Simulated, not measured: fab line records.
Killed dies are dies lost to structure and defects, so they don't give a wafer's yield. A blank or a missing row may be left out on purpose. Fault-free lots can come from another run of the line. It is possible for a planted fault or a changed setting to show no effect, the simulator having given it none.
Problem report, 8D (eight disciplines) form, completed by code / flow sfq_line / the parts of the form that need people (team, actions taken, sign-off) are left out

== 1. THE ISSUE ==
Wafers free of any fault read 2 nm (standard deviation 5.9) for I7_OVL at SFQ_I7_OVL_MEAS_947, against a mean of 272 nm on 12 wafers of 4 lots. That is +46 standard deviations from the usual mean.
Seen first at day 80 21:01 on overlay-02, wafer L394.2. The record has a number at this step for 39 wafers belonging to 13 lots. Rule for "out", or "out of limits": more than 4 standard deviations from the usual mean. The rest of the wafers with a number are treated as sound.

== 2. WHAT IT IS AND WHAT IT IS NOT ==
question=which readings at this step | is=I7_OVL | is not=-
question=which lots | is=L394, L395, L396, L397 | is not=L388, L389, L390, L391, L392, L393, L409, L410, L411
question=which wafers of those lots | is=all that have a number | is not=-
question=read on which gauges | is=overlay-01, overlay-02 | is not=-
question=when | is=from day 80 21:01 | is not=up to then (18 sound wafers); but 9 sound wafers of L409, L410, L411 came after

== 3. WHAT RULES OUT EACH SUSPECT ==
Counting: any tool at a process step up to the reading is kept as a suspect provided that every lot that is out went through it and no sound lot did after the first of them.
- the gauge at SFQ_I7_OVL_MEAS_947 is ruled out. The wafers that are out were read on 2 gauges (overlay-01, overlay-02).
- krf_scanner-01 at SFQ_TRILAYER_I7_VIA_LITHO_EXPOSE_188 (exposes mask I7, target cd 1000 nm): kept. Every lot that is out went through it, starting with L394 (day 80 19:43), and after that it ran no sound lot; the last sound lot it ran before then is L393 (day 80 15:55).
Remaining after the count: krf_scanner-01 at SFQ_TRILAYER_I7_VIA_LITHO_EXPOSE_188.

== 4. THE CAUSE (what the simulator had put in) ==
Scanner matching overlay: krf_scanner-01, from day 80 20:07 on, at SFQ_TRILAYER_I7_VIA_LITHO_EXPOSE_188. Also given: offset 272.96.
Only this tool survived the counting.

== 5. THE CHAIN OF EFFECTS, in route order ==
Each row: a reading where the mean over the struck wafers with a number is more than 3 standard deviations away from the usual. Scope: only readings with a usual standard deviation given in the record; hours: median across lots of the time from each lot's start at the first step in this table that gives one to its start at this step; sigmas: change in usual standard deviations.
hours=0; step=SFQ_I7_OVL_MEAS_947; reading=I7_OVL; usual=2 nm; on struck wafers=272; change=+270; sigmas=+46

== 6. WHAT WOULD HAVE CAUGHT IT SOONER ==
In this record the first reading out of limits at a measuring or inspecting step was taken at day 80 21:01, 1 hour after the fault began at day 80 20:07.
An alarm limit of 4 standard deviations would not have fired on the tool readings at SFQ_TRILAYER_I7_VIA_LITHO_EXPOSE_188 for which the record gives a usual standard deviation, since none of them was out on any struck wafer.
Among the 4 lots that are out, L396, L397 began SFQ_TRILAYER_I7_VIA_LITHO_EXPOSE_188 on krf_scanner-01 after day 80 21:01. A hold on the tool at that time would have spared those 2.
